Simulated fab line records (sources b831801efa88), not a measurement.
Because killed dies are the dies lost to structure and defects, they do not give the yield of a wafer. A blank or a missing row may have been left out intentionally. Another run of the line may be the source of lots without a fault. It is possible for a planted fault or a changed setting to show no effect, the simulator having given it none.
Chamber matching + flow gf180mcu + GF_V2_CVD_02 on pecvd-03 has 3 sister chambers
The step deposits SiO2 from TEOS, target thk 850 nm, time 94.851 s. 3 wafers are shown with their chamber, then 12 later ones without.

WAFERS, EACH WITH ITS CHAMBER
| wafer  | chamber | heater-power-w (W) |
|--------|---------|--------------------|
| L095.1 | 1       | 640                |
| L095.2 | 0       | 642                |
| L095.3 | 2       | 702                |

WAFERS WITHOUT THEIR CHAMBER
| wafer  | heater-power-w (W) |
|--------|--------------------|
| L095.4 | 723                |
| L095.5 | 508                |
| L095.6 | 724                |
| L096.1 | 601                |
| L096.5 | 637                |
| L096.6 | 744                |
| L097.1 | 756                |
| L097.2 | 637                |
| L097.3 | 730                |
| L097.4 | 532                |
| L097.5 | 585                |
| L097.6 | 606                |

CHAMBER TAKEN BY EACH
| wafer  | from the rows above          | in truth |
|--------|------------------------------|----------|
| L095.4 | can't be placed: 2 or 0 or 1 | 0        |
| L095.5 | can't be placed: 1 or 0 or 2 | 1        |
| L095.6 | can't be placed: 2 or 0 or 1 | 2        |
| L096.1 | can't be placed: 1 or 0 or 2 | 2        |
| L096.5 | can't be placed: 1 or 0 or 2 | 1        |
| L096.6 | can't be placed: 2 or 0 or 1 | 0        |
| L097.1 | can't be placed: 2 or 0 or 1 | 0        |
| L097.2 | can't be placed: 1 or 0 or 2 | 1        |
| L097.3 | can't be placed: 2 or 0 or 1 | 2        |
| L097.4 | can't be placed: 1 or 0 or 2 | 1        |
| L097.5 | can't be placed: 1 or 0 or 2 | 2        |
| L097.6 | can't be placed: 1 or 0 or 2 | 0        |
Correctly placed: 0 of 12. These rows do not allow placing 12 (true chamber among the candidates in 12). 0 placed wrongly.
How it was worked out, from the rows above alone: a wafer's distance from a chamber is the root of the sum, over the readings, of the square of ((its reading less the chamber's mean) divided by the reading's scatter). If the next closest chamber is less than 2 further off than the closest, the wafer can't be placed; otherwise it belongs to the closest. Each chamber's mean is taken over the wafers shown for it. The scatter: root of mean squared gap, hidden wafer to nearest shown wafer, with one shown wafer a chamber.
